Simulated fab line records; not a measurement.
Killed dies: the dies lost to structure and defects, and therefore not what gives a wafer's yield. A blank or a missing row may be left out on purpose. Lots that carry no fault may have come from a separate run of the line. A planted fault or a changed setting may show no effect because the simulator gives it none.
A lot that was struck, set against a sound lot    flow gf180mcu    15 steps out of a route of 602
Sound: these wafers, L496.2, L496.3, L496.6. Wafers L501.1, L501.2, L501.3 were the ones struck. The cause is named last.
Each step with rows lists, per side, the tool, then ch with its chambers, then its first start. Under that, the readings that differ: sound wafers    struck wafers    difference of the means    sigmas: that difference in standard deviations of wafers without a fault.
alike: words and numbers the same on both sides, and readings whose means are apart by under 2 such deviations; not compared: readings that were withheld, readings missing a value for some wafer, numbers with overlapping values and no deviation given by the record, and bounds like >300 which may hide the same value.
A row with sigmas, a row that says differs or no value, or rows on one side alone: a step with any of these is where the two part. Numbers that have no deviation but don't overlap get no sigmas and don't part them. Lack of a reading on every wafer of one side parts them only where that side has two or more wafers.

GF_VT_IMPLANT_DEHYDRATE_33: time 62.6 s.
  sound on litho_track-02 ch 0, day 8 12:25; struck on litho_track-02 ch 0, day 10 03:50
  alike: chill_plate_temp_C, plate_sensor_t_centre_C, plate_sensor_t_edge_C
then, 6 steps without rows for these wafers: GF_VT_IMPLANT_HMDS_34 (prime time 60 s); GF_VT_IMPLANT_COAT_35 (resist thk 1000 nm); GF_VT_IMPLANT_SOFTBAKE_36 (time 60 s); GF_VT_IMPLANT_EXPOSE_37 (exposes mask Nwell HV AREA, target cd 860 nm); GF_VT_IMPLANT_PEB_38; GF_VT_IMPLANT_DEVELOP_39 (develop time 60 s).
GF_VT_IMPLANT_OVL_MEAS_40:
  struck on overlay-02, day 10 13:02; sound on overlay-01, day 8 20:38
  alike: VT_IMPLANT_03_OVL
next, for these wafers, 1 step has no rows: GF_VT_IMPLANT_IMPLANT_41.
GF_VT_IMPLANT_STRIP_42: strips in O2/N2.
  sound on plasma_asher-01 ch 0,1, day 8 20:49; struck on plasma_asher-03 ch 0,1, day 10 13:13
  alike: drypump_motor_current_A, heater_power_w, oes_product_au, strip_time_to_endpoint_s
  not compared: rf_hours_counter_h
GF_VT_IMPLANT_TW_MEAS_43:
  struck on film_metro-02, day 10 13:19; sound on film_metro-02, day 8 20:56
  alike: VT_IMPLANT_4_TW
then, 1 step without rows for these wafers: GF_VT_IMPLANT_CLEAN_44 (cleans in SC1/SC2, time 150 s).
GF_VT_IMPLANT_RTA_45: time 30 s.
  sound on rtp_anneal-02 ch 0, day 8 21:03; struck on rtp_anneal-01 ch 0, day 10 13:29
reading             sound              struck             difference  sigmas
lamp_power_pct (%)  36.72 36.70 36.69  36.84 36.90 36.86  +0.16       +2
run_length_s (s)    58.8 59.2 58.7     68.5 68.6 68.8     +9.7        +18
  alike: wafer_temp_C_max
GF_VT_IMPLANT_RS_MEAS_46: a four-point-probe measurement.
  struck on film_metro-03, day 10 13:35; sound on film_metro-01, day 8 21:09
  alike: MVSD_RS
-- a jump in the record: the struck wafers' starts before and after are 22 days apart (it breaks off in module VT_IMPLANT and resumes in module PASSIVATION, where the first step shown is number 602 of the route) --
GF_PASSIVATION_PROBE_99:
  record: rows for the struck wafers here (prober-01, day 32 06:37), none for the sound ones

== WHERE THEY PART ==
At GF_VT_IMPLANT_RTA_45 first; at GF_PASSIVATION_PROBE_99 last (within this record only).

WHY: what had been put in by the simulator
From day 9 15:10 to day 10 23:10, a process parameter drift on rtp_anneal-01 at GF_VT_IMPLANT_RTA_45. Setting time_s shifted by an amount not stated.
